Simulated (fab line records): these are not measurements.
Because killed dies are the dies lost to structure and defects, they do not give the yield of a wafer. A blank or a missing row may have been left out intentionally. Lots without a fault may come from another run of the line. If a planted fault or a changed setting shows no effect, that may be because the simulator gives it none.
Which tool was responsible? :: flow gf180mcu :: 39 wafers from 13 lots sampled at 4 of the route's 602 steps

== WHAT THE GAUGES SHOWED, per wafer ==
GF_PASSIVATION_THK_MEAS_01. Usual: PASSIVATION_CVD_00_THK typically reads 998 nm, with standard deviation 13.
lot: L403
measured: day 28 04:54
on: film_metro-01
PASSIVATION_CVD_00_THK (nm): 976 978 1001
flag: 

lot: L404
measured: day 28 13:10
on: film_metro-02
PASSIVATION_CVD_00_THK (nm): 993 1001 1014
flag: 

lot: L407
measured: day 29 08:21
on: film_metro-01
PASSIVATION_CVD_00_THK (nm): 993 1008 1010
flag: 

lot: L409
measured: day 30 01:53
on: film_metro-04
PASSIVATION_CVD_00_THK (nm): 1001 1013 1014
flag: 

lot: L415
measured: day 31 20:32
on: film_metro-04
PASSIVATION_CVD_00_THK (nm): 978 1000 993
flag: 

lot: L416
measured: day 31 20:50
on: film_metro-04
PASSIVATION_CVD_00_THK (nm): 987 1003 1009
flag: 

lot: L417
measured: day 32 11:30
on: film_metro-02
PASSIVATION_CVD_00_THK (nm): 976 985 1008
flag: 

lot: L418
measured: day 32 16:12
on: film_metro-02
PASSIVATION_CVD_00_THK (nm): 971 998 998
flag: 

lot: L420
measured: day 32 21:26
on: film_metro-04
PASSIVATION_CVD_00_THK (nm): 984 1007 1013
flag: 

lot: L421
measured: day 33 01:11
on: film_metro-02
PASSIVATION_CVD_00_THK (nm): 987 976 999
flag: 

lot: L422
measured: day 33 09:29
on: film_metro-01
PASSIVATION_CVD_00_THK (nm): 979 990 997
flag: 

lot: L423
measured: day 33 15:08
on: film_metro-04
PASSIVATION_CVD_00_THK (nm): 995 990 1015
flag: 

lot: L424
measured: day 33 19:25
on: film_metro-04
PASSIVATION_CVD_00_THK (nm): 1004 991 1023
flag: 

== TOOL THAT RAN EACH LOT (tool first, then ch and the chambers of the sampled wafers, then the start) ==
lot: L403
GF_V5_SPUTTER_22: pvd_sputter-02, day 27 07:14
GF_TOP_METAL_SPUTTER_02: pvd_sputter-04, day 27 07:59
GF_TOP_METAL_SPUTTER_04: pvd_sputter-04, day 27 08:04

lot: L404
GF_V5_SPUTTER_22: pvd_sputter-01, day 27 15:41
GF_TOP_METAL_SPUTTER_02: pvd_sputter-01, day 27 16:26
GF_TOP_METAL_SPUTTER_04: pvd_sputter-01, day 27 16:30

lot: L407
GF_V5_SPUTTER_22: pvd_sputter-01, day 28 11:22
GF_TOP_METAL_SPUTTER_02: pvd_sputter-01, day 28 12:08
GF_TOP_METAL_SPUTTER_04: pvd_sputter-01, day 28 12:11

lot: L409
GF_V5_SPUTTER_22: pvd_sputter-03, day 29 05:22
GF_TOP_METAL_SPUTTER_02: pvd_sputter-04, day 29 06:08
GF_TOP_METAL_SPUTTER_04: pvd_sputter-04, day 29 06:11

lot: L415
GF_V5_SPUTTER_22: pvd_sputter-03, day 31 01:26
GF_TOP_METAL_SPUTTER_02: pvd_sputter-02, day 31 02:11
GF_TOP_METAL_SPUTTER_04: pvd_sputter-02, day 31 02:15

lot: L416
GF_V5_SPUTTER_22: pvd_sputter-01, day 31 01:49
GF_TOP_METAL_SPUTTER_02: pvd_sputter-01, day 31 02:35
GF_TOP_METAL_SPUTTER_04: pvd_sputter-01, day 31 02:38

lot: L417
GF_V5_SPUTTER_22: pvd_sputter-01, day 31 16:58
GF_TOP_METAL_SPUTTER_02: pvd_sputter-04, day 31 17:43
GF_TOP_METAL_SPUTTER_04: pvd_sputter-04, day 31 17:47

lot: L418
GF_V5_SPUTTER_22: pvd_sputter-01, day 31 21:23
GF_TOP_METAL_SPUTTER_02: pvd_sputter-01, day 31 22:09
GF_TOP_METAL_SPUTTER_04: pvd_sputter-01, day 31 22:13

lot: L420
GF_V5_SPUTTER_22: pvd_sputter-01, day 32 03:13
GF_TOP_METAL_SPUTTER_02: pvd_sputter-04, day 32 03:58
GF_TOP_METAL_SPUTTER_04: pvd_sputter-04, day 32 04:02

lot: L421
GF_V5_SPUTTER_22: pvd_sputter-02, day 32 07:43
GF_TOP_METAL_SPUTTER_02: pvd_sputter-01, day 32 08:29
GF_TOP_METAL_SPUTTER_04: pvd_sputter-01, day 32 08:32

lot: L422
GF_V5_SPUTTER_22: pvd_sputter-02, day 32 15:53
GF_TOP_METAL_SPUTTER_02: pvd_sputter-04, day 32 16:39
GF_TOP_METAL_SPUTTER_04: pvd_sputter-04, day 32 16:43

lot: L423
GF_V5_SPUTTER_22: pvd_sputter-03, day 32 21:46
GF_TOP_METAL_SPUTTER_02: pvd_sputter-04, day 32 22:32
GF_TOP_METAL_SPUTTER_04: pvd_sputter-04, day 32 22:35

lot: L424
GF_V5_SPUTTER_22: pvd_sputter-01, day 33 01:29
GF_TOP_METAL_SPUTTER_02: pvd_sputter-01, day 33 02:14
GF_TOP_METAL_SPUTTER_04: pvd_sputter-01, day 33 02:18
- GF_V5_SPUTTER_22: material TiN, target thk 10 nm, time 40 s.
- GF_TOP_METAL_SPUTTER_02: material AlCu, target thk 900 nm, time 47.82 s.
- GF_TOP_METAL_SPUTTER_04: material TiN, target thk 25 nm, time 20.8 s.

== AS READ BY THE TOOLS THEMSELVES (means over the sampled wafers that have a number; for cases with no such wafer, the mark the record gives instead) ==
GF_V5_SPUTTER_22. Usual: chamber_pressure_pa 5.000 Pa, standard deviation 0.01; throttle_valve_pct 30.2 %, standard deviation 0.98.
lot: L403
tool: pvd_sputter-02
chamber_pressure_pa (Pa): 5.000
throttle_valve_pct (%): 30.8
flag: 

lot: L404
tool: pvd_sputter-01
chamber_pressure_pa (Pa): 5.001
throttle_valve_pct (%): 30.3
flag: 

lot: L407
tool: pvd_sputter-01
chamber_pressure_pa (Pa): 5.003
throttle_valve_pct (%): 29.7
flag: 

lot: L409
tool: pvd_sputter-03
chamber_pressure_pa (Pa): 5.008
throttle_valve_pct (%): 30.3
flag: 

lot: L415
tool: pvd_sputter-03
chamber_pressure_pa (Pa): 4.998
throttle_valve_pct (%): 30.2
flag: 

lot: L416
tool: pvd_sputter-01
chamber_pressure_pa (Pa): 4.997
throttle_valve_pct (%): 30.1
flag: 

lot: L417
tool: pvd_sputter-01
chamber_pressure_pa (Pa): 5.008
throttle_valve_pct (%): 30.2
flag: 

lot: L418
tool: pvd_sputter-01
chamber_pressure_pa (Pa): 5.007
throttle_valve_pct (%): 29.8
flag: 

lot: L420
tool: pvd_sputter-01
chamber_pressure_pa (Pa): 5.000
throttle_valve_pct (%): 28.9
flag: 

lot: L421
tool: pvd_sputter-02
chamber_pressure_pa (Pa): 5.013
throttle_valve_pct (%): 30.9
flag: 

lot: L422
tool: pvd_sputter-02
chamber_pressure_pa (Pa): 5.002
throttle_valve_pct (%): 31.0
flag: 

lot: L423
tool: pvd_sputter-03
chamber_pressure_pa (Pa): 4.991
throttle_valve_pct (%): 30.0
flag: 

lot: L424
tool: pvd_sputter-01
chamber_pressure_pa (Pa): 5.004
throttle_valve_pct (%): 29.3
flag: 

GF_TOP_METAL_SPUTTER_02. Usual: chamber_pressure_pa 0.3000 Pa, standard deviation 0.00065; throttle_valve_pct 30.4 %, standard deviation 0.94.
lot: L403
tool: pvd_sputter-04
chamber_pressure_pa (Pa): 0.3000
throttle_valve_pct (%): 31.3
flag: 

lot: L404
tool: pvd_sputter-01
chamber_pressure_pa (Pa): 0.3002
throttle_valve_pct (%): 30.0
flag: 

lot: L407
tool: pvd_sputter-01
chamber_pressure_pa (Pa): 0.2997
throttle_valve_pct (%): 29.0
flag: 

lot: L409
tool: pvd_sputter-04
chamber_pressure_pa (Pa): 0.3007
throttle_valve_pct (%): 30.8
flag: 

lot: L415
tool: pvd_sputter-02
chamber_pressure_pa (Pa): 0.3005
throttle_valve_pct (%): 30.9
flag: 

lot: L416
tool: pvd_sputter-01
chamber_pressure_pa (Pa): 0.2999
throttle_valve_pct (%): 30.3
flag: 

lot: L417
tool: pvd_sputter-04
chamber_pressure_pa (Pa): 0.2998
throttle_valve_pct (%): 31.3
flag: 

lot: L418
tool: pvd_sputter-01
chamber_pressure_pa (Pa): 0.2999
throttle_valve_pct (%): 28.7
flag: 

lot: L420
tool: pvd_sputter-04
chamber_pressure_pa (Pa): 0.3004
throttle_valve_pct (%): 30.7
flag: 

lot: L421
tool: pvd_sputter-01
chamber_pressure_pa (Pa): 0.2992
throttle_valve_pct (%): 28.8
flag: 

lot: L422
tool: pvd_sputter-04
chamber_pressure_pa (Pa): 0.3002
throttle_valve_pct (%): 31.0
flag: 

lot: L423
tool: pvd_sputter-04
chamber_pressure_pa (Pa): 0.3001
throttle_valve_pct (%): 30.6
flag: 

lot: L424
tool: pvd_sputter-01
chamber_pressure_pa (Pa): 0.2997
throttle_valve_pct (%): 28.7
flag: 

GF_TOP_METAL_SPUTTER_04. Usual: chamber_pressure_pa 0.4001 Pa, standard deviation 0.00081; throttle_valve_pct 30.4 %, standard deviation 0.95.
lot: L403
tool: pvd_sputter-04
chamber_pressure_pa (Pa): 0.4004
throttle_valve_pct (%): 31.3
flag: 

lot: L404
tool: pvd_sputter-01
chamber_pressure_pa (Pa): 0.4001
throttle_valve_pct (%): 29.8
flag: 

lot: L407
tool: pvd_sputter-01
chamber_pressure_pa (Pa): 0.3995
throttle_valve_pct (%): 28.9
flag: 

lot: L409
tool: pvd_sputter-04
chamber_pressure_pa (Pa): 0.3990
throttle_valve_pct (%): 30.8
flag: 

lot: L415
tool: pvd_sputter-02
chamber_pressure_pa (Pa): 0.4001
throttle_valve_pct (%): 30.9
flag: 

lot: L416
tool: pvd_sputter-01
chamber_pressure_pa (Pa): 0.3988
throttle_valve_pct (%): 30.2
flag: 

lot: L417
tool: pvd_sputter-04
chamber_pressure_pa (Pa): 0.4001
throttle_valve_pct (%): 31.2
flag: 

lot: L418
tool: pvd_sputter-01
chamber_pressure_pa (Pa): 0.4005
throttle_valve_pct (%): 28.8
flag: 

lot: L420
tool: pvd_sputter-04
chamber_pressure_pa (Pa): 0.4000
throttle_valve_pct (%): 30.8
flag: 

lot: L421
tool: pvd_sputter-01
chamber_pressure_pa (Pa): 0.4004
throttle_valve_pct (%): 28.8
flag: 

lot: L422
tool: pvd_sputter-04
chamber_pressure_pa (Pa): 0.3996
throttle_valve_pct (%): 31.1
flag: 

lot: L423
tool: pvd_sputter-04
chamber_pressure_pa (Pa): 0.4010
throttle_valve_pct (%): 30.5
flag: 

lot: L424
tool: pvd_sputter-01
chamber_pressure_pa (Pa): 0.4004
throttle_valve_pct (%): 28.6
flag: 

== THE ANSWER, worked out from the rows above alone ==
Rule: take the mean of a lot's wafers that have a number; if it is more than 3 standard deviations from the usual mean, the lot is off. A lot without any number at a reading at which 4 lots or more have one is off too. All remaining lots with rows at the step are treated as sound. After the gauges, taken in route order, come the tools' own readings; for these a lot's mean is taken, as printed above. At the first step where some lot is off, the reading lying furthest off is the one used; lots without a number count as furthest.
Across all readings shown, no lot is off: no conclusion can be drawn from this.

== WHAT THE SIMULATOR HAD PUT IN ==
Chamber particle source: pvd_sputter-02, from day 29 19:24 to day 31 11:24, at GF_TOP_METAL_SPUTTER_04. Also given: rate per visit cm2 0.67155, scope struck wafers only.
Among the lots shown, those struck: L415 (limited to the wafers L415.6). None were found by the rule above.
